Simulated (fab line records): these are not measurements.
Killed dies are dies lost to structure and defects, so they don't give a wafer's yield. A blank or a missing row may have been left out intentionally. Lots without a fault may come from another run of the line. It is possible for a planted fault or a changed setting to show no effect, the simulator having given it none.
Comparing a struck lot with a sound one / flow sky130 / 35 out of 708 route steps
Sound: wafers L206.1, L206.4, L206.5. Wafers L195.1, L195.5, L195.6 were the ones struck. The cause is given at the end.
For every step that has rows: the tool of each side, followed by ch and its chambers, followed by its first start. Under that, the readings that differ: sound wafers / struck wafers / difference of the means / sigmas: that difference in standard deviations of wafers without a fault.
alike: words and numbers the same on both sides, and readings whose means are apart by under 2 such deviations; not compared: readings that were withheld, readings missing a value for some wafer, numbers with overlapping values and no deviation given by the record, and bounds like >300 which may hide the same value.
The two part at a step that has a row with sigmas, a row that says differs or no value, or rows on one side only. Numbers that have no deviation but don't overlap get no sigmas and don't part them. A reading missing from all wafers of one side parts the sides only when that side holds two or more wafers.

first, 9 steps without rows for these wafers: SKY_METAL2_DEVELOP_14 (develop time 60 s); SKY_METAL2_DESCUM_17 (chemistry O2, time 8 s); SKY_METAL2_ETCH_18 (etches BARC in N2/H2, stops on SiO2, time 45.9 s, target depth 60 nm); SKY_METAL2_METAL_ETCH_19 (etches the open film in Cl2/BCl3, stops on SiO2, target depth 360 nm, time 78 s); SKY_METAL2_STRIP_20 (strips in O2/N2); SKY_METAL2_STRIP_21 (strips in post etch residue remover, time 1200 s); SKY_METAL2_CLEAN_22 (cleans in IPA, time 180 s); SKY_METAL2_CLEAN_23 (cleans in O3/DIW); SKY_VIA2_HDPCVD_00 (deposits SiO2, target thk 1180 nm, time 196.7 s).
SKY_VIA2_CMP_02: polishes SiO2.
  sound on cmp-01 ch 0,2, day 39 19:31; struck on cmp-01 ch 1,2, day 36 20:47
reading=model.SiO2_of_VIA2_HDPCVD_00.thkNm (nm); sound=493.8 494.7 496.2; struck=458.2 457.9 457.2; difference=-37.1; sigmas=
  alike: headPressurePsi, motorCurrentA
then, 9 steps without rows for these wafers: SKY_VIA2_DEHYDRATE_04 (time 60 s); SKY_VIA2_HMDS_05 (prime time 60 s); SKY_VIA2_COAT_06 (resist thk 60 nm); SKY_VIA2_COAT_07 (resist thk 450 nm); SKY_VIA2_SOFTBAKE_08 (time 90 s); SKY_VIA2_EXPOSE_09 (exposes mask VIM2, target cd 200 nm); SKY_VIA2_PEB_10; SKY_VIA2_DEVELOP_11 (develop time 60 s); SKY_VIA2_ETCH_14 (etches BARC in N2/H2, stops on SiO2, time 45.9 s, target depth 60 nm).
SKY_VIA2_ETCH_15: etches SiO2 in C4F8/O2/Ar, stops on TiN, target depth 546 nm, time 84 s.
  sound on rieDiel-03 ch 1,3, day 40 20:35; struck on rieDiel-02 ch 1,2, day 37 23:04
reading=oesProductAu (a.u.); sound=0.935 0.939 0.940; struck=0.896 0.896 0.899; difference=-0.041; sigmas=-9
reading=model.etch.depthNm (nm); sound=493.8 494.7 496.2; struck=458.2 457.9 457.2; difference=-37.1; sigmas=
reading=model.VIA2.featureDepthNm (nm); sound=493.8 494.7 496.2; struck=458.2 457.9 457.2; difference=-37.1; sigmas=
  alike: biasW, chamberPressureMTorr
  not compared: rfHoursCounterH
then, 13 steps without rows for these wafers: SKY_VIA2_STRIP_16 (strips in O2/N2); SKY_VIA2_STRIP_17 (strips in post etch residue remover, time 1200 s); SKY_VIA2_CLEAN_18 (cleans in IPA, time 180 s); SKY_VIA2_CLEAN_19 (cleans in O3/DIW); SKY_VIA2_SPUTTER_20 (material TiN, target thk 20 nm, time 80 s); SKY_VIA2_CVD_21 (deposits W, target thk 420 nm, time 126.4 s); SKY_VIA2_CMP_24 (polishes, stops on SiO2, t overpolish 20 s, target thk 0 nm); SKY_METAL3_SPUTTER_00 (material Ti, target thk 15 nm, time 10 s); SKY_METAL3_SPUTTER_01 (material TiN, target thk 20 nm, time 16.7 s); SKY_METAL3_SPUTTER_02 (material AlCu, target thk 735 nm, time 39.1 s); SKY_METAL3_SPUTTER_03 (material Ti, target thk 5 nm, time 3.3 s); SKY_METAL3_SPUTTER_04 (material TiN, target thk 70 nm, time 58.3 s); SKY_CAPM_CVD_00 (deposits SiO2, target thk 15.5 nm).
-- the record jumps here: 2 days lie between the struck wafers' starts before and after (it left off in module CAPM and takes up again in module METAL3, whose first step shown is number 532 of the route) --
SKY_METAL3_METAL_ETCH_18: etches the open film in Cl2/BCl3, stops on SiO2, target depth 845 nm, time 183.1 s.
  sound on rieMetal-03 ch 0,1, day 42 22:18; struck on rieMetal-01 ch 0,1, day 40 04:14
reading=drypumpMotorCurrentA (A); sound=6.18 6.12 6.05; struck=5.43 5.43 5.59; difference=-0.63; sigmas=-3
reading=model.SiO2_of_VIA2_HDPCVD_00.thkNm (nm); sound=464.7 465.3 466.8; struck=427.5 427.5 428.5; difference=-37.8; sigmas=
  alike: biasW, chamberPressureMTorr, oesProductAu, throttleValvePct
  not compared: rfHoursCounterH
-- the record jumps here: 7 days lie between the struck wafers' starts before and after (it left off in module METAL3 and takes up again in module PAD_OPEN, whose first step shown is number 708 of the route) --
SKY_PAD_OPEN_PROBE_99:
  sound: prober-02 at day 49 09:34; struck: prober-02 at day 47 02:25
  alike: defectLimitedYield, killed_at_M0_to_M3, killed_at_M4_up, killedAtContacts, killedAtFrontEnd, killedAtOther, killedDies, killedOpen, killedShort, sort_bin_3_pad_short, sort_bin_5_function, sort_bin_6_memory, sortNPass, sortYieldPct

== WHERE THEY PART ==
Last at SKY_METAL3_METAL_ETCH_18 as far as this record goes, first at SKY_VIA2_ETCH_15. Later steps at which nothing parts them and some readings are alike: SKY_PAD_OPEN_PROBE_99.

WHY: whatever the simulator had introduced
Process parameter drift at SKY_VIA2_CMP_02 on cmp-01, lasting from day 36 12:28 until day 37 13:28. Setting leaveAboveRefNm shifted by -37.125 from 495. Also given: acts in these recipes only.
